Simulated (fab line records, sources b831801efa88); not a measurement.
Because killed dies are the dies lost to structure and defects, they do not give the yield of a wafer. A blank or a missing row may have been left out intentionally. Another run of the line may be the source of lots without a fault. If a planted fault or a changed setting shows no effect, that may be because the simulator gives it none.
Code-filled problem report in 8D (eight disciplines) form ; flow gf180mcu ; the parts of the form that need people (team, actions taken, sign-off) are left out

1. WHAT WENT WRONG
At GF_M4_STRIP_17, strip time to endpoint s averages 6.97 s over 4 wafers from 2 lots, while fault-free wafers read 7.86 s, standard deviation 0.052. Measured from the usual mean, that is -17 standard deviations.
The step: strips in O2/N2.
First observed at day 28 18:09: wafer L977.4, on plasma asher-01. The record holds 33 wafers of 11 lots with a number at this step. Rule for "out" (also "out of limits"): further than 4 standard deviations from the usual mean. Any other wafer with a number is counted as sound.

2. WHAT IT IS; WHAT IT IS NOT
question;is;is not
which readings at this step;strip time to endpoint s, oes product au;drypump motor current A, heater power w
which lots;L977, L978;L963, L964, L967, L974, L979, L980, L981, L985, L986
which wafers of those lots;L977.4, L977.6, L978.4, L978.6;L977.2, L978.1
read on which tools;plasma asher-01, plasma asher-02;plasma asher-03
when;from day 28 18:09;"up to then (13 sound wafers); but 16 sound wafers of L978, L979, L980, L981, L985, L986 came after"

3. THE SUSPECTS, EACH WITH WHAT RULES IT OUT
Counting: any tool at a process step up to the reading remains a suspect provided it ran every lot that is out. Sound lots after the first of them don't rule it out here, since some wafers of a struck lot are sound.
- plasma asher-04 at GF_V2_STRIP_18 (strips in O2/N2): kept. Ran every lot that is out, first one L977 (day 26 00:01); last sound lot up to then L963 (day 21 02:28).
- rie metal-01 at GF_M4_METAL_ETCH_16 (etches the open film in Cl2/BCl3, stops on SiO2, target depth 627.5 nm, time 104.6 s): kept. Ran every lot that is out, first one L977 (day 28 18:00); last sound lot up to then L964 (day 24 15:41).
Remaining after the count are plasma asher-04 at GF_V2_STRIP_18 and rie metal-01 at GF_M4_METAL_ETCH_16.

4. THE CAUSE (what the simulator had put in)
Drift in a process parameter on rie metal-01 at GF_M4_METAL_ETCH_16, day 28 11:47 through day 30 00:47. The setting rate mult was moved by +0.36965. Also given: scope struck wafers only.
2 suspects survive the count, and this tool is in that group.

5. THE EFFECT CHAIN, in route order
Each row: a reading where the mean over the struck wafers with a number is more than 3 standard deviations away from the usual. Only readings whose record carries a usual standard deviation are examined. hours: median over the lots of the time between each lot's start at the first step of this table that gives one and its start at this step. sigmas: the change, counted in usual standard deviations.
hours;step;reading;usual;on struck wafers;change;sigmas
0;GF_M4_STRIP_17;oes product au;0.557 a.u.;0.522;-0.035;-6.5
0;GF_M4_STRIP_17;strip time to endpoint s;7.86 s;6.97;-0.89;-17
It contains these process steps:
- GF_M4_STRIP_17: strips in O2/N2.
Later steps that measure or inspect, where all struck wafers having a row at the step show a number for every such reading and not one has moved that far: GF_V4_OVL_MEAS_15.

6. WHAT WOULD HAVE CAUGHT IT SOONER
The fault began at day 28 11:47; the first out-of-limits reading in this record came at day 28 18:09, 6 hours later.
No tool reading at GF_M4_METAL_ETCH_16 that has a usual standard deviation in the record was out on any struck wafer, so an alarm limit of 4 standard deviations on those readings would not have fired.
Of the lots that are out (2), L978 began GF_M4_METAL_ETCH_16 on rie metal-01 after day 28 18:09. Had the tool been put on hold then, it would have been spared.
